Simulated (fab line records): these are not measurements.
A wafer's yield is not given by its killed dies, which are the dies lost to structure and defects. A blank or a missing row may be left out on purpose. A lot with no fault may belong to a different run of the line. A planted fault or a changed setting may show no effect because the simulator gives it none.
2 desks, one fault -- flow gf180mcu -- only its own numbers are on each desk; what lay behind them is given at the end

## AT THE TOOL OWNER'S DESK: lithoTrack-01
The tool's own readings at GF_V5_COAT_09 (resist thk 1000 nm): means of the sampled wafers that have a number, for each lot that ran on this tool. Marked OUT: a lot whose mean sits more than 4 standard deviations from the usual mean, which makes it out of limits; the brackets give that distance.
Columns: A = dispensePressureKPa at GF_V5_COAT_09, usual 52.3 kPa
lot,first seen here,A
L952,day 29 09:00,53.1
L959,day 31 14:00,53.1
Finding of this desk: none of the 2 lots has anything out of limits.

## FROM THE METROLOGY DESK
Means of the sampled wafers that have a number, per lot and without regard to the tool the lot ran on: this is what the gauges read. Marked OUT: a lot whose mean sits more than 4 standard deviations from the usual mean, which makes it out of limits; the brackets give that distance.
Columns: A = V5_CVD_00_THK at GF_V5_THK_MEAS_01, usual 300.4 nm; B = V5_CVD_02_THK at GF_V5_THK_MEAS_03, usual 1456 nm; C = V5_BOW at GF_V5_BOW_MEAS_05, usual 132 um; D = cdNm at GF_V5_CD_MEAS_14, usual 260.0 nm; E = V5_OVL at GF_V5_OVL_MEAS_15, usual 4 nm
lot,first seen here,A,B,C,D,E
L946,day 26 17:09,297.2,1425,139,259.9,10
L952,day 28 23:52,298.8,1456,131,259.7,5
L959,day 31 03:50,301.5,1468,134,250.8 (-9.2) OUT,7
L966,day 32 14:24,300.7,1451,129,258.6,7
L967,day 32 19:26,301.3,1464,150,260.6,2
Finding of this desk: L959 out of limits; the first was L959 at day 31 21:59, on cdNm at GF_V5_CD_MEAS_14. L946, L952, L966, L967: within limits.

## PUT TOGETHER
Metrology desk: alarm possible at day 31 21:59 on L959.
The desk of the tool owner found nothing out of limits.
On record at the tool owner's desk: L959, within its limits.
Of the lots named, all ran GF_V5_COAT_09 on lithoTrack-01.

## WHAT THE SIMULATOR HAD PUT IN
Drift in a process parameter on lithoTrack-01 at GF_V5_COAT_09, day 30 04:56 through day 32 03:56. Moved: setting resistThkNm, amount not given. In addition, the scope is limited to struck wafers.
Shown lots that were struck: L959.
Delay in hours, fault start to first out-of-limits reading, per desk: metrology desk 41.
